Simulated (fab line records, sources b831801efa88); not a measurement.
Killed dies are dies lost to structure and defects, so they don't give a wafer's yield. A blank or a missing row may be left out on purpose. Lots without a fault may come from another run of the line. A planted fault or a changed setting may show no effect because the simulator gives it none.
Which tool did it? | flow gf180mcu | 13 lots, 39 wafers sampled, at 7 steps of a route of 602

WHAT THE GAUGES READ, wafer by wafer
GF_PSD_CD_MEAS_07: target cd 400 nm. Usual: cd_nm 399.1 nm, standard deviation 1.9.
lot  | measured     | on        | cd_nm (nm)        | flag
L419 | day 14 03:25 | cd_sem-01 | 397.1 396.6 397.0 |
L421 | day 14 22:43 | cd_sem-02 | 400.5 400.4 401.2 |
L422 | day 15 01:14 | cd_sem-01 | 398.8 400.0 400.0 |
L425 | day 16 14:36 | cd_sem-01 | 398.8 400.9 398.8 |
L426 | day 16 18:40 | cd_sem-01 | 398.9 398.2 398.7 |
L427 | day 16 21:49 | cd_sem-01 | - - -             | OFF
L428 | day 17 18:25 | cd_sem-02 | - - -             | OFF
L429 | day 17 18:46 | cd_sem-02 | - - -             | OFF
L435 | day 19 14:44 | cd_sem-02 | 402.8 401.3 401.7 |
L437 | day 20 13:10 | cd_sem-02 | 398.8 400.2 398.3 |
L440 | day 21 16:09 | cd_sem-02 | 399.9 400.2 400.5 |
L441 | day 22 02:28 | cd_sem-01 | 396.5 395.4 395.5 |
L442 | day 22 08:01 | cd_sem-01 | 399.0 397.6 397.5 |

GF_PSD_OVL_MEAS_08. Usual: PSD_OVL -0.2 nm, standard deviation 1.4.
lot  | measured     | on         | PSD_OVL (nm)   | flag
L419 | day 14 03:32 | overlay-01 | 0.0 -1.2 -0.3  |
L421 | day 14 22:50 | overlay-02 | -0.2 -0.6 -0.4 |
L422 | day 15 01:18 | overlay-02 | -0.4 1.4 -0.7  |
L425 | day 16 14:43 | overlay-01 | -0.6 0.6 1.9   |
L426 | day 16 18:47 | overlay-01 | 2.8 0.1 2.5    |
L427 | day 16 21:54 | overlay-01 | - - -          | OFF
L428 | day 17 18:32 | overlay-02 | - - -          | OFF
L429 | day 17 18:51 | overlay-02 | - - -          | OFF
L435 | day 19 14:51 | overlay-02 | 0.0 -0.4 -0.5  |
L437 | day 20 13:17 | overlay-02 | -0.9 0.5 3.2   |
L440 | day 21 16:16 | overlay-02 | -0.4 0.1 -0.2  |
L441 | day 22 02:35 | overlay-01 | 1.4 0.4 0.1    |
L442 | day 22 08:08 | overlay-01 | 0.3 1.2 0.6    |

GF_PSD_TW_MEAS_11. Usual: PSD_TW 3170, standard deviation 19.
lot  | measured     | on            | PSD_TW            | flag
L419 | day 14 03:49 | film_metro-03 | 3171 3144 3181    |
L421 | day 14 23:07 | film_metro-03 | 3168 3174 3175    |
L422 | day 15 01:37 | film_metro-03 | 3164 3181 3179    |
L425 | day 16 15:01 | film_metro-04 | 3146 3142 3139    |
L426 | day 16 19:04 | film_metro-03 | 3194 3179 3176    |
L427 | day 16 22:11 | film_metro-04 | 30 30 30 30 30 30 | OFF
L428 | day 17 18:49 | film_metro-04 | 30 30 30 30 30 30 | OFF
L429 | day 17 19:13 | film_metro-03 | 30 30 30 30 30 30 | OFF
L435 | day 19 15:08 | film_metro-03 | 3189 3183 3183    |
L437 | day 20 13:38 | film_metro-03 | 3164 3192 3177    |
L440 | day 21 16:34 | film_metro-03 | 3188 3195 3186    |
L441 | day 22 02:52 | film_metro-04 | 3152 3147 3152    |
L442 | day 22 08:25 | film_metro-03 | 3194 3179 3179    |

GF_SAB_OVL_MEAS_10. Usual: SAB_OVL -1.6 nm, standard deviation 1.6.
lot  | measured     | on         | SAB_OVL (nm)   | flag
L419 | day 15 00:37 | overlay-02 | -3.8 -1.2 -0.6 |
L421 | day 15 20:40 | overlay-01 | -3.1 -1.1 -3.7 |
L422 | day 16 00:07 | overlay-01 | -3.0 -1.2 -2.9 |
L425 | day 17 14:04 | overlay-01 | -1.6 -1.6 -2.4 |
L426 | day 17 18:34 | overlay-01 | 2.0 3.2 2.1    |
L435 | day 20 15:25 | overlay-02 | -2.6 -0.3 -1.5 |
L437 | day 21 13:24 | overlay-02 | -3.7 -1.3 -3.0 |
L440 | day 22 16:12 | overlay-01 | -3.4 -1.9 -2.0 |
L441 | day 23 02:07 | overlay-01 | -0.6 -1.8 -0.6 |
L442 | day 23 07:42 | overlay-02 | -2.7 -1.1 -2.8 |

GF_SALICIDE_THK_MEAS_05: measures by xrf. Usual: SALICIDE_TIN_THK 20.4 nm, standard deviation 0.33.
lot  | measured     | on            | SALICIDE_TIN_THK (nm) | flag
L419 | day 15 01:11 | film_metro-04 | 20.5 20.5 20.6        |
L421 | day 15 21:15 | film_metro-03 | 20.4 20.2 20.0        |
L422 | day 16 00:52 | film_metro-03 | 20.5 20.5 20.2        |
L425 | day 17 14:39 | film_metro-03 | 20.8 21.1 20.8        |
L426 | day 17 19:08 | film_metro-03 | 20.0 20.3 20.3        |
L435 | day 20 15:59 | film_metro-04 | 19.9 19.7 19.9        |
L437 | day 21 13:58 | film_metro-03 | 19.8 20.1 20.1        |
L440 | day 22 16:46 | film_metro-04 | 20.2 20.5 20.6        |
L441 | day 23 02:40 | film_metro-03 | 19.8 20.0 19.6        |
L442 | day 23 08:15 | film_metro-03 | 19.7 19.7 19.9        |

WHICH TOOL RAN EACH LOT (tool, then ch and the chambers of the sampled wafers, then the start)
lot  | GF_HV_LDD_STRIP_49                   | GF_PSD_DEVELOP_06
L419 | plasma_asher-01 ch 0,1, day 12 07:55 | litho_track-04 ch 0, day 14 03:16
L421 | plasma_asher-01 ch 0,1, day 13 01:58 | litho_track-04 ch 0, day 14 22:34
L422 | plasma_asher-02 ch 0,1, day 13 04:45 | litho_track-04 ch 0, day 15 01:05
L425 | plasma_asher-01 ch 0,1, day 14 16:46 | litho_track-01 ch 0, day 16 14:27
L426 | plasma_asher-02 ch 0,1, day 14 19:05 | litho_track-04 ch 0, day 16 18:31
L427 | plasma_asher-02 ch 0,1, day 14 21:49 | litho_track-04 ch 0, day 16 21:40
L428 | plasma_asher-04 ch 0,1, day 15 16:22 | litho_track-04 ch 0, day 17 18:16
L429 | plasma_asher-02 ch 0,1, day 15 17:07 | litho_track-04 ch 0, day 17 18:37
L435 | plasma_asher-01 ch 0,1, day 17 10:59 | litho_track-03 ch 0, day 19 14:35
L437 | plasma_asher-04 ch 0,1, day 18 08:23 | litho_track-01 ch 0, day 20 13:02
L440 | plasma_asher-02 ch 0,1, day 19 12:19 | litho_track-01 ch 0, day 21 16:00
L441 | plasma_asher-01 ch 0,1, day 19 23:34 | litho_track-01 ch 0, day 22 02:18
L442 | plasma_asher-02 ch 0,1, day 20 05:24 | litho_track-01 ch 0, day 22 07:52
- GF_HV_LDD_STRIP_49: strips in O2/N2.
- GF_PSD_DEVELOP_06: develop time 60 s.

WHAT THE TOOLS THEMSELVES READ (means of the sampled wafers that have a number; where no wafer has one, the mark that the record gives instead)
GF_HV_LDD_STRIP_49. Usual: drypump_motor_current_A 6.1 A, standard deviation 0.52; heater_power_w 330 W, standard deviation 32; oes_product_au 0.716 a.u., standard deviation 0.0051; strip_time_to_endpoint_s 12.61 s, standard deviation 0.038.
lot  | tool            | drypump_motor_current_A (A) | heater_power_w (W) | oes_product_au (a.u.) | strip_time_to_endpoint_s (s) | flag
L419 | plasma_asher-01 | 5.9                         | 312                | 0.716                 | 12.62                        |
L421 | plasma_asher-01 | 5.8                         | 312                | 0.716                 | 12.61                        |
L422 | plasma_asher-02 | 6.7                         | 361                | 0.721                 | 12.62                        |
L425 | plasma_asher-01 | 5.8                         | 318                | 0.713                 | 12.64                        |
L426 | plasma_asher-02 | 6.6                         | 357                | 0.721                 | 12.64                        |
L427 | plasma_asher-02 | 6.7                         | 349                | 0.718                 | 12.62                        |
L428 | plasma_asher-04 | 5.5                         | 323                | 0.710                 | 12.59                        |
L429 | plasma_asher-02 | 6.7                         | 357                | 0.714                 | 12.62                        |
L435 | plasma_asher-01 | 5.8                         | 310                | 0.720                 | 12.68                        |
L437 | plasma_asher-04 | 5.5                         | 324                | 0.719                 | 12.53                        |
L440 | plasma_asher-02 | 6.7                         | 356                | 0.716                 | 12.58                        |
L441 | plasma_asher-01 | 5.8                         | 310                | 0.712                 | 12.62                        |
L442 | plasma_asher-02 | 6.6                         | 359                | 0.720                 | 12.57                        |

THE ANSWER, worked out from the rows above alone
Rule: a lot is off if the mean of its wafers that have a number lies more than 3 standard deviations from the usual mean. A lot without any number at a reading at which 4 lots or more have one is off too. The other lots that the step has rows for count as sound. The gauges are gone through in route order, then the tools' own readings, and for those a lot's mean is taken as printed above. The first step at which some lot is off is used, and at that step the reading that is off furthest; a lot without a number counts as furthest.
Off: L427, L428, L429, at GF_PSD_CD_MEAS_07 (cd_nm). Without a number there: L427, L428, L429.
A tool fits if, at a process step before that reading, it ran every lot that is off, and no sound lot after the first of them. The gauges at GF_PSD_CD_MEAS_07 aren't tried: what is off there is off at GF_PSD_OVL_MEAS_08 too, on other tools, and a gauge's error can't cause that. One fits: litho_track-04 at GF_PSD_DEVELOP_06. Its last sound lot is L426 (day 16 18:31), its first lot that is off L427 (day 16 21:40): a fault that began between those two fits.

WHAT THE SIMULATOR HAD PUT IN
Process parameter drift: litho_track-04, from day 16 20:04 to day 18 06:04, at GF_PSD_DEVELOP_06. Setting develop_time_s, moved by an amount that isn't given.
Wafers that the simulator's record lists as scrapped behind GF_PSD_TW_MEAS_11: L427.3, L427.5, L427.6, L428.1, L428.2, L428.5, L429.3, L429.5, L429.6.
Lots struck among those shown: L427, L428, L429. The rule above found the same.
